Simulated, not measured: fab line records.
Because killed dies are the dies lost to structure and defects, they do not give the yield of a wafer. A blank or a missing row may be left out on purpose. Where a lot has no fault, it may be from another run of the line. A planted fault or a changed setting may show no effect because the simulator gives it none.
What tool caused it? || flow gf180mcu || 13 lots, 39 wafers sampled, at 2 steps of a route of 602

== WHAT EACH GAUGE READ, for each wafer ==
GF_SALICIDE_RS_MEAS_04: the measuring method here is four-point-probe.
{"lot": "L138", "measured": "day 15 05:05", "on": "film-metro-01", "SALICIDE_TIN_RS (ohm/sq)": "16.8 16.2 16.7"}
{"lot": "L139", "measured": "day 15 11:52", "on": "film-metro-01", "SALICIDE_TIN_RS (ohm/sq)": "16.4 16.6 16.5"}
{"lot": "L141", "measured": "day 16 09:57", "on": "film-metro-01", "SALICIDE_TIN_RS (ohm/sq)": "16.4 16.6 16.5"}
{"lot": "L142", "measured": "day 16 14:43", "on": "film-metro-02", "SALICIDE_TIN_RS (ohm/sq)": "15.9 16.1 16.2"}
{"lot": "L143", "measured": "day 16 19:44", "on": "film-metro-02", "SALICIDE_TIN_RS (ohm/sq)": "16.2 16.5 16.7"}
{"lot": "L145", "measured": "day 17 18:20", "on": "film-metro-02", "SALICIDE_TIN_RS (ohm/sq)": "16.6 16.8 16.6"}
{"lot": "L147", "measured": "day 18 09:26", "on": "film-metro-04", "SALICIDE_TIN_RS (ohm/sq)": "16.6 16.5 16.6"}
{"lot": "L150", "measured": "day 19 09:19", "on": "film-metro-04", "SALICIDE_TIN_RS (ohm/sq)": "16.6 16.8 16.7"}
{"lot": "L155", "measured": "day 21 02:14", "on": "film-metro-02", "SALICIDE_TIN_RS (ohm/sq)": "16.8 16.8 16.9"}
{"lot": "L156", "measured": "day 21 12:09", "on": "film-metro-02", "SALICIDE_TIN_RS (ohm/sq)": "16.7 16.6 16.8"}
{"lot": "L157", "measured": "day 21 21:46", "on": "film-metro-02", "SALICIDE_TIN_RS (ohm/sq)": "16.5 16.4 16.4"}
{"lot": "L160", "measured": "day 22 23:46", "on": "film-metro-04", "SALICIDE_TIN_RS (ohm/sq)": "32.6 31.9 31.8"}
{"lot": "L161", "measured": "day 23 10:44", "on": "film-metro-04", "SALICIDE_TIN_RS (ohm/sq)": "29.9 30.5 30.6"}

== TOOL THAT RAN EACH LOT (tool first, then ch and the chambers of the sampled wafers, then the start) ==
{"lot": "L138", "GF_SALICIDE_SPUTTER_02": "pvd-sputter-01, day 15 05:01"}
{"lot": "L139", "GF_SALICIDE_SPUTTER_02": "pvd-sputter-01, day 15 11:49"}
{"lot": "L141", "GF_SALICIDE_SPUTTER_02": "pvd-sputter-03, day 16 09:54"}
{"lot": "L142", "GF_SALICIDE_SPUTTER_02": "pvd-sputter-01, day 16 14:39"}
{"lot": "L143", "GF_SALICIDE_SPUTTER_02": "pvd-sputter-03, day 16 19:40"}
{"lot": "L145", "GF_SALICIDE_SPUTTER_02": "pvd-sputter-01, day 17 18:15"}
{"lot": "L147", "GF_SALICIDE_SPUTTER_02": "pvd-sputter-04, day 18 09:22"}
{"lot": "L150", "GF_SALICIDE_SPUTTER_02": "pvd-sputter-03, day 19 09:15"}
{"lot": "L155", "GF_SALICIDE_SPUTTER_02": "pvd-sputter-01, day 21 02:11"}
{"lot": "L156", "GF_SALICIDE_SPUTTER_02": "pvd-sputter-03, day 21 12:05"}
{"lot": "L157", "GF_SALICIDE_SPUTTER_02": "pvd-sputter-03, day 21 21:41"}
{"lot": "L160", "GF_SALICIDE_SPUTTER_02": "pvd-sputter-01, day 22 23:43"}
{"lot": "L161", "GF_SALICIDE_SPUTTER_02": "pvd-sputter-01, day 23 10:40"}
- GF_SALICIDE_SPUTTER_02: material Co, target thk 10 nm, time 20 s.

== AS READ BY THE TOOLS THEMSELVES (means over the sampled wafers that have a number; for cases with no such wafer, the mark the record gives instead) ==
GF_SALICIDE_SPUTTER_02.
{"lot": "L138", "tool": "pvd-sputter-01", "throttle-valve-pct (%)": 30.5}
{"lot": "L139", "tool": "pvd-sputter-01", "throttle-valve-pct (%)": 29.7}
{"lot": "L141", "tool": "pvd-sputter-03", "throttle-valve-pct (%)": 30.3}
{"lot": "L142", "tool": "pvd-sputter-01", "throttle-valve-pct (%)": 30.7}
{"lot": "L143", "tool": "pvd-sputter-03", "throttle-valve-pct (%)": 30.4}
{"lot": "L145", "tool": "pvd-sputter-01", "throttle-valve-pct (%)": 29.7}
{"lot": "L147", "tool": "pvd-sputter-04", "throttle-valve-pct (%)": 29.9}
{"lot": "L150", "tool": "pvd-sputter-03", "throttle-valve-pct (%)": 31.2}
{"lot": "L155", "tool": "pvd-sputter-01", "throttle-valve-pct (%)": 29.9}
{"lot": "L156", "tool": "pvd-sputter-03", "throttle-valve-pct (%)": 30.3}
{"lot": "L157", "tool": "pvd-sputter-03", "throttle-valve-pct (%)": 29.4}
{"lot": "L160", "tool": "pvd-sputter-01", "throttle-valve-pct (%)": 29.6}
{"lot": "L161", "tool": "pvd-sputter-01", "throttle-valve-pct (%)": 31.3}

== THE ANSWER, worked out from the rows above alone ==
Rule: the usual values come from the lots themselves. Put in order of their means at a reading, lots are off if they are a third of the lots or fewer, leave a main group of 4 or more, and stand apart from it by a gap of 3 or more times the standard deviation of the main group's means; of several such gaps the widest counts. Not used: any main group whose means are identical at the precision the tables above print for the reading. Also off: a lot with no number at a reading for which 4 or more lots have one. The other lots that the step has rows for count as sound. After the gauges, taken in route order, come the tools' own readings; for these a lot's mean is taken, as printed above. At the first step where some lot is off, the reading lying furthest off is the one used; lots without a number count as furthest.
Off: at GF_SALICIDE_RS_MEAS_04 (SALICIDE_TIN_RS), L160, L161. For the main group the mean is 16.5 ohm/sq and the standard deviation 0.19.
If a tool, at a process step before that reading, ran all the lots that are off and no sound lot after the first of them, it fits. Those tools and the gauges at GF_SALICIDE_RS_MEAS_04 are tried in the same way. 2 tools fit, pvd-sputter-01 at GF_SALICIDE_SPUTTER_02 and film-metro-04 at GF_SALICIDE_RS_MEAS_04, so this cannot tell which one it is.

== WHAT WAS PUT IN BY THE SIMULATOR ==
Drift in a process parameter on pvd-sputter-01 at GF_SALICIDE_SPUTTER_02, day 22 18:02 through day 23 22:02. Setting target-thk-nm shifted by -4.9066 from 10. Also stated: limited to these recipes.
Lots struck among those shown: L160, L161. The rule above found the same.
